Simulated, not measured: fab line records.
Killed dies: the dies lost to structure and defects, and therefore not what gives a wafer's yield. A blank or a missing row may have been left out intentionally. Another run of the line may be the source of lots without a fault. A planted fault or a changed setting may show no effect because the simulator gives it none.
2 desks looking at one fault :: flow sky130 :: each desk holds nothing but its own numbers, with what lay behind them at the end

DESK OF THE TOOL OWNER: pvdSputter-03
The tool's own readings at SKY_VIA3_SPUTTER_20 (material TiN, target thk 20 nm, time 80 s): means of the sampled wafers that have a number, for each lot that ran on this tool. Any lot whose mean is over 4 standard deviations away from the usual mean is out of limits and marked OUT; that distance is given in the brackets.
Columns: A = throttleValvePct at SKY_VIA3_SPUTTER_20, usual 30.0 %
lot: L208
first seen here: day 42 02:55
A: 30.3

lot: L211
first seen here: day 42 21:10
A: 30.1

lot: L216
first seen here: day 44 01:26
A: 30.8

lot: L220
first seen here: day 45 04:31
A: 29.8
Finding of this desk: none of the 4 lots has anything out of limits.

THE METROLOGY DESK
What the gauges read for every lot (on any tool): the sampled wafers with a number, averaged. Any lot whose mean is over 4 standard deviations away from the usual mean is out of limits and marked OUT; that distance is given in the brackets. It has 8 readings; the 7 that lie furthest out on some lot are the ones shown.
Columns: A = cdNm at SKY_VIA3_CD_MEAS_12, usual 199.8 nm; B = VIA3_OVL at SKY_VIA3_OVL_MEAS_13, usual 1 nm; C = VIA3_W_RS at SKY_VIA3_RS_MEAS_22, usual 0.295 ohm/sq; D = VIA3_W_THK at SKY_VIA3_THK_MEAS_23, usual 376 nm; E = CAP2M_CVD_00_THK at SKY_CAP2M_THK_MEAS_01, usual 15.6 nm; F = CAP2M_TIN_RS at SKY_CAP2M_RS_MEAS_03, usual 6.91 ohm/sq; G = CAP2M_TIN_THK at SKY_CAP2M_THK_MEAS_04, usual 202.1 nm
lot: L208
first seen here: day 42 02:05
A: 200.4
B: 5
C: 0.292
D: 384
E: 15.7
F: 6.86
G: 201.8

lot: L211
first seen here: day 42 20:19
A: 199.1
B: -2
C: 0.298
D: 371
E: 15.4
F: 7.06
G: 196.2

lot: L216
first seen here: day 44 00:35
A: 200.6
B: 3
C: 0.291
D: 376
E: 15.5
F: 6.93
G: 201.9

lot: L220
first seen here: day 45 03:38
A: 200.8
B: 7
C: 0.296
D: 375
E: 15.8
F: 6.82
G: 202.3

lot: L223
first seen here: day 45 17:37
A: 200.4
B: -1
C: 0.292
D: 386
E: 16.0
F: 6.83
G: 205.6

lot: L224
first seen here: day 45 23:48
A: 202.4
B: 10
C: 0.296
D: 377
E: 15.8
F: 6.80
G: 207.4
Finding of this desk: none of the 6 lots has anything out of limits.

ALL TOGETHER
The tool owner's desk saw nothing out of limits.
Nothing out of limits was seen by the metrology desk.

WHAT HAD BEEN PUT IN BY THE SIMULATOR
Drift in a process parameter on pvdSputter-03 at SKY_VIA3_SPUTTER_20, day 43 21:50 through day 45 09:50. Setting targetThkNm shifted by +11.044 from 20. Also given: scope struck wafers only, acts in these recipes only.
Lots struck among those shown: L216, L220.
